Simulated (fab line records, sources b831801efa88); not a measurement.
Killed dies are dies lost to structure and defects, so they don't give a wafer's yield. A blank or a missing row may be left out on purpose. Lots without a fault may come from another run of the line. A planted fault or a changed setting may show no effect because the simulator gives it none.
One fault seen from 2 desks | flow gf180mcu | each desk has only its own numbers; what lay behind them comes last

THE TOOL OWNER'S DESK: krf_scanner-01
The tool's own readings at GF_V2_EXPOSE_11 (exposes mask Via2, target cd 260 nm): means of the sampled wafers that have a number, for each lot that ran on this tool. A lot is out of limits, marked OUT, if its mean lies more than 4 standard deviations from the usual mean; the brackets give that distance.
Columns: A = stage_vel_mm_s at GF_V2_EXPOSE_11, usual 499.97 mm/s
lot  | first seen here | A
L904 | day 20 19:27    | 500.09
L905 | day 21 08:15    | 499.68
L906 | day 21 16:37    | 499.97
L907 | day 22 01:13    | 500.13
L908 | day 22 11:23    | 499.64
L917 | day 25 16:56    | 500.37
L919 | day 26 02:36    | 500.06
L921 | day 26 13:19    | 499.96
L923 | day 27 04:50    | 499.83
L924 | day 27 14:28    | 500.10
This desk's finding: nothing out of limits on any of the 10 lots.

THE METROLOGY DESK
What the gauges read, lot by lot, whatever tool the lot ran on: means of the sampled wafers that have a number. A lot is out of limits, marked OUT, if its mean lies more than 4 standard deviations from the usual mean; the brackets give that distance.
Columns: A = V1_CVD_00_THK at GF_V1_THK_MEAS_01, usual 601 nm; B = V1_W_RS at GF_V1_RS_MEAS_24, usual 0.325 ohm/sq; C = cd_nm at GF_V2_CD_MEAS_14, usual 260.4 nm
lot  | first seen here | A   | B     | C
L902 | day 17 12:45    | 601 | 0.319 | 258.5
L904 | day 18 03:08    | 605 | 0.332 | 260.8
L905 | day 18 16:23    | 592 | 0.328 | 260.1
L906 | day 19 00:18    | 604 | 0.327 | 258.1
L907 | day 19 10:31    | 601 | 0.323 | 264.5
L908 | day 19 20:08    | 612 | 0.334 | 264.7
L917 | day 22 21:35    | 606 | 0.322 | 262.0
L919 | day 23 16:01    | 592 | 0.323 | 261.6
L921 | day 24 02:58    | 607 | 0.323 | 258.6
L922 | day 24 12:04    | 601 | 0.321 | 257.2
L923 | day 24 20:17    | 609 | 0.325 | 261.2
L924 | day 25 06:14    | 593 | 0.322 | 261.7
This desk's finding: nothing out of limits on any of the 12 lots.

PUT TOGETHER
The tool owner's desk saw nothing out of limits.
The metrology desk saw nothing out of limits.

WHAT THE SIMULATOR HAD PUT IN
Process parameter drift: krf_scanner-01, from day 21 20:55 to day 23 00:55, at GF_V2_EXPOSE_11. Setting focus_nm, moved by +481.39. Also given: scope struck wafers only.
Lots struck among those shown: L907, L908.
